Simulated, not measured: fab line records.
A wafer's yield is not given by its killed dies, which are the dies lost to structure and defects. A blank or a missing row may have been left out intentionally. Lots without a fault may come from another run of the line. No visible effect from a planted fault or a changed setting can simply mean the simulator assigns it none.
A lot that was struck, set against a sound lot	flow sky130	33 out of 708 route steps
Sound: wafers L481.1, L481.4, L481.6. Struck: wafer L471.6. (L471.2, L471.4 of the same lot were not struck and are left out.) The cause comes at the end.
For every step that has rows: the tool of each side, followed by ch and its chambers, followed by its first start. Under that, the readings that differ: sound wafers	struck wafers	difference of the means	sigmas: that difference in standard deviations of wafers without a fault.
alike: words and numbers the same on both sides, and readings whose means are apart by under 2 such deviations; not compared: readings that were withheld, readings missing a value for some wafer, numbers with overlapping values and no deviation given by the record, and bounds like >300 which may hide the same value.
A row with sigmas, a row that says differs or no value, or rows on one side alone: a step with any of these is where the two part. Numbers that have no deviation but don't overlap get no sigmas and don't part them. A reading that every wafer of one side lacks parts them only if that side has two wafers or more.

first, 8 steps without rows for these wafers: SKY_VIA1_ETCH_14 (etches BARC in N2/H2, stops on SiO2, time 45.9 s, target depth 60 nm); SKY_VIA1_ETCH_15 (etches SiO2 in C4F8/O2/Ar, stops on TiN, target depth 351 nm, time 54 s); SKY_VIA1_STRIP_16 (strips in O2/N2); SKY_VIA1_STRIP_17 (strips in post etch residue remover, time 1200 s); SKY_VIA1_CLEAN_18 (cleans in IPA, time 180 s); SKY_VIA1_CLEAN_19 (cleans in O3/DIW); SKY_VIA1_SPUTTER_20 (material TiN, target thk 20 nm, time 80 s); SKY_VIA1_CVD_21 (deposits W, target thk 270 nm, time 80.902 s).
SKY_VIA1_CMP_24: polishes, stops on SiO2, t overpolish 15 s, target thk 0 nm.
  sound on cmp-01 ch 0,1, day 41 02:01; struck on cmp-01 ch 0, day 37 07:12
  alike: motor current A, overpolish run s, time to endpoint s
then, 23 steps without rows for these wafers: SKY_METAL2_SPUTTER_00 (material Ti, target thk 15 nm, time 10 s); SKY_METAL2_SPUTTER_01 (material TiN, target thk 20 nm, time 16.7 s); SKY_METAL2_SPUTTER_02 (material AlCu, target thk 250 nm, time 13.3 s); SKY_METAL2_SPUTTER_03 (material Ti, target thk 5 nm, time 3.3 s); SKY_METAL2_SPUTTER_04 (material TiN, target thk 70 nm, time 58.3 s); SKY_METAL2_DEHYDRATE_07 (time 60 s); SKY_METAL2_HMDS_08 (prime time 60 s); SKY_METAL2_COAT_09 (resist thk 60 nm); SKY_METAL2_COAT_10 (resist thk 450 nm); SKY_METAL2_SOFTBAKE_11 (time 90 s); SKY_METAL2_EXPOSE_12 (exposes mask MM2, target cd 140 nm); SKY_METAL2_PEB_13; SKY_METAL2_DEVELOP_14 (develop time 60 s); SKY_METAL2_DESCUM_17 (chemistry O2, time 8 s); SKY_METAL2_ETCH_18 (etches BARC in N2/H2, stops on SiO2, time 45.9 s, target depth 60 nm); SKY_METAL2_METAL_ETCH_19 (etches the open film in Cl2/BCl3, stops on SiO2, target depth 360 nm, time 78 s); SKY_METAL2_STRIP_20 (strips in O2/N2); SKY_METAL2_STRIP_21 (strips in post etch residue remover, time 1200 s); SKY_METAL2_CLEAN_22 (cleans in IPA, time 180 s); SKY_METAL2_CLEAN_23 (cleans in O3/DIW); SKY_VIA2_HDPCVD_00 (deposits SiO2, target thk 1180 nm, time 196.7 s); SKY_VIA2_CMP_02 (polishes SiO2); SKY_VIA2_DEHYDRATE_04 (time 60 s).
-- the record jumps here: 11 days lie between the struck wafers' starts before and after (it left off in module VIA2 and takes up again in module PAD_OPEN, whose first step shown is number 708 of the route) --
SKY_PAD_OPEN_PROBE_99:
  struck on prober-01, day 48 10:03; sound on prober-01, day 50 21:46
reading	sound	struck	difference	sigmas
defect limited yield (%)	84.1 83.1 82.7	26.4	-56.9	-27
killed_at_M0_to_M3	36 42 33	329	+292	+44
killed_at_M4_up	6 5 6	1	-5	-2
killed dies	78 83 85	362	+280	+28
killed on rim	16 18 16	69	+52	+13
sort_bin_3_pad_short (%)	0.2 0.6 0.2	6.7	+6.4	+13
sort_bin_5_function (%)	9.8 10.8 11.4	51.8	+41.1	+29
sort_bin_6_memory (%)	5.9 5.5 5.7	15.0	+9.3	+8
sort n pass	414 409 407	130	-280	-28
sort yield pct (%)	84.1 83.1 82.7	26.4	-56.9	-27
model.etest.tester.sort n pass	414 409 407	130	-280	
model.etest.tester.sort yield pct (%)	84.15 83.13 82.72	26.42	-56.91	
model.etest.tester.sort_bin_5_pct (%)	9.756 10.77 11.38	51.83	+41.19	
model.etest.tester.sort_bin_6_pct (%)	5.894 5.488 5.691	15.04	+9.35	
model.etest.tester.sort_bin_3_pct (%)	0.2033 0.6098 0.2033	6.707	+6.368	
  alike: killed at contacts, killed at front end, killed at other, killed open, killed short

## WHERE THEY PART
Within this record, at SKY_PAD_OPEN_PROBE_99 only.

WHY: the cause the simulator had injected
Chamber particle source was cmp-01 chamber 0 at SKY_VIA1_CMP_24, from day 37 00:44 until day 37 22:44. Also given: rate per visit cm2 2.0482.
